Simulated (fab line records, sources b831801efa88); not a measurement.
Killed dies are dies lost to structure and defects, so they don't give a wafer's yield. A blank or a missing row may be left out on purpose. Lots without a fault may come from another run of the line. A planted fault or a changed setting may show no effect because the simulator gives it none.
A struck lot beside a sound one | flow sky130 | 21 steps out of a route of 708
Sound: wafers L269.1, L269.2, L269.5. Struck: wafers L272.2, L272.3, L272.6. The cause comes at the end.
At each step with rows: each side's tool, then ch and its chambers, then its first start. Under that, the readings that differ: sound wafers | struck wafers | difference of the means | sigmas: that difference in standard deviations of wafers without a fault.
alike: readings whose means differ by less than 2 such deviations, and words and numbers that are the same on both sides. not compared: withheld readings, readings that some wafer has no value for, bounds like >300 that may hide the same value, and numbers for which the record gives no deviation and whose values overlap.
The two part at a step that has a row with sigmas, a row that says differs or no value, or rows on one side only. Numbers that don't overlap but have no deviation are shown without sigmas and don't part them. A reading that every wafer of one side lacks parts them only if that side has two wafers or more.

SKY_METAL2_SPUTTER_00: material Ti, target thk 15 nm, time 10 s.
  sound on pvd_sputter-03, day 36 06:02; struck on pvd_sputter-03, day 37 07:53
  alike: throttle_valve_pct
SKY_METAL2_SPUTTER_01: material TiN, target thk 20 nm, time 16.7 s.
  sound on pvd_sputter-03, day 36 06:04; struck on pvd_sputter-03, day 37 07:55
  alike: throttle_valve_pct
SKY_METAL2_SPUTTER_02: material AlCu, target thk 250 nm, time 13.3 s.
  sound on pvd_sputter-03, day 36 06:05; struck on pvd_sputter-03, day 37 07:56
  alike: throttle_valve_pct
then, 1 step without rows for these wafers: SKY_METAL2_SPUTTER_03 (material Ti, target thk 5 nm, time 3.3 s).
SKY_METAL2_SPUTTER_04: material TiN, target thk 70 nm, time 58.3 s.
  sound on pvd_sputter-03, day 36 06:08; struck on pvd_sputter-03, day 37 07:59
  alike: throttle_valve_pct
SKY_METAL2_RS_MEAS_05: measures by four-point-probe.
  sound on film_metro-02, day 36 06:11; struck on film_metro-01, day 37 08:03
  alike: METAL2_ALCU_RS
SKY_METAL2_THK_MEAS_06: measures by xrf.
  sound on film_metro-02, day 36 06:18; struck on film_metro-01, day 37 08:10
  alike: METAL2_ALCU_THK
then, 5 steps without rows for these wafers: SKY_METAL2_DEHYDRATE_07 (time 60 s); SKY_METAL2_HMDS_08 (prime time 60 s); SKY_METAL2_COAT_09 (resist thk 60 nm); SKY_METAL2_COAT_10 (resist thk 450 nm); SKY_METAL2_SOFTBAKE_11 (time 87.36 s).
SKY_METAL2_EXPOSE_12: exposes mask MM2, target cd 140 nm.
  sound on krf_scanner-01 ch 0, day 36 19:59; struck on krf_scanner-02 ch 0, day 37 20:46
  reading              | sound             | struck            | difference | sigmas
  exposure_dose_mJ_cm2 | 28.06 28.04 28.06 | 27.26 27.29 27.30 | -0.77      | -17
  alike: mask
then, 2 steps without rows for these wafers: SKY_METAL2_PEB_13; SKY_METAL2_DEVELOP_14 (develop time 60 s).
SKY_METAL2_CD_MEAS_15: target cd 140 nm.
  sound on cd_sem-02, day 37 08:18; struck on cd_sem-02, day 38 09:28
  reading    | sound             | struck            | difference | sigmas
  cd_nm (nm) | 140.3 138.6 139.5 | 143.3 145.0 144.5 | +4.8       | +3
SKY_METAL2_OVL_MEAS_16:
  sound on overlay-01, day 37 08:25; struck on overlay-02, day 38 09:35
  alike: METAL2_OVL
SKY_METAL2_DESCUM_17: chemistry O2, time 8 s.
  sound on rie_metal-01 ch 0,1, day 37 08:28; struck on rie_metal-03 ch 0,1, day 38 09:37
  reading                 | sound           | struck            | difference | sigmas
  model.METAL2.cd_nm (nm) | 140 138.7 139.3 | 144.2 144.9 144.5 | +5.2       |
  alike: drypump_motor_current_A, oes_product_au, temp_c
  not compared: rf_hours_counter_h
SKY_METAL2_ETCH_18: etches BARC in N2/H2, stops on SiO2, time 45.9 s, target depth 60 nm.
  sound on rie_metal-01 ch 0,1, day 37 08:29; struck on rie_metal-03 ch 0,1, day 38 09:38
  reading                 | sound             | struck            | difference | sigmas
  model.METAL2.cd_nm (nm) | 139.4 138.3 139.1 | 144.9 146.8 146.8 | +7.2       |
  alike: drypump_motor_current_A, oes_product_au, throttle_valve_pct
  not compared: rf_hours_counter_h
SKY_METAL2_METAL_ETCH_19: etches the open film in Cl2/BCl3, stops on SiO2, target depth 360 nm, time 78 s.
  sound on rie_metal-01 ch 0,1, day 37 08:33; struck on rie_metal-03 ch 0,1, day 38 09:42
  reading               | sound             | struck            | difference | sigmas
  bcl3_flow_sccm (sccm) | 30.27 30.09 30.10 | 29.99 29.88 30.05 | -0.18      | -2
  alike: drypump_motor_current_A, oes_product_au, throttle_valve_pct
  not compared: rf_hours_counter_h
-- the record jumps here: 10 days lie between the struck wafers' starts before and after (it left off in module METAL2 and takes up again in module PAD_OPEN, whose first step shown is number 708 of the route) --
SKY_PAD_OPEN_PROBE_99:
  sound on prober-02, day 47 11:36; struck on prober-01, day 48 07:38
  alike: defect_limited_yield, killed_at_M0_to_M3, killed_at_M4_up, killed_at_contacts, killed_at_front_end, killed_at_other, killed_dies, killed_on_rim, killed_open, killed_short, sort_bin_3_pad_short, sort_bin_5_function, sort_bin_6_memory, sort_n_pass, sort_yield_pct

WHERE THEY PART
First at SKY_METAL2_EXPOSE_12; last, within this record, at SKY_METAL2_METAL_ETCH_19. Later steps at which nothing parts them and some readings are alike: SKY_PAD_OPEN_PROBE_99.

WHY: what the simulator had put in
Process parameter drift: krf_scanner-02, from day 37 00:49 on, at SKY_METAL2_EXPOSE_12. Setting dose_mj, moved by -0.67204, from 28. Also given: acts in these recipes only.
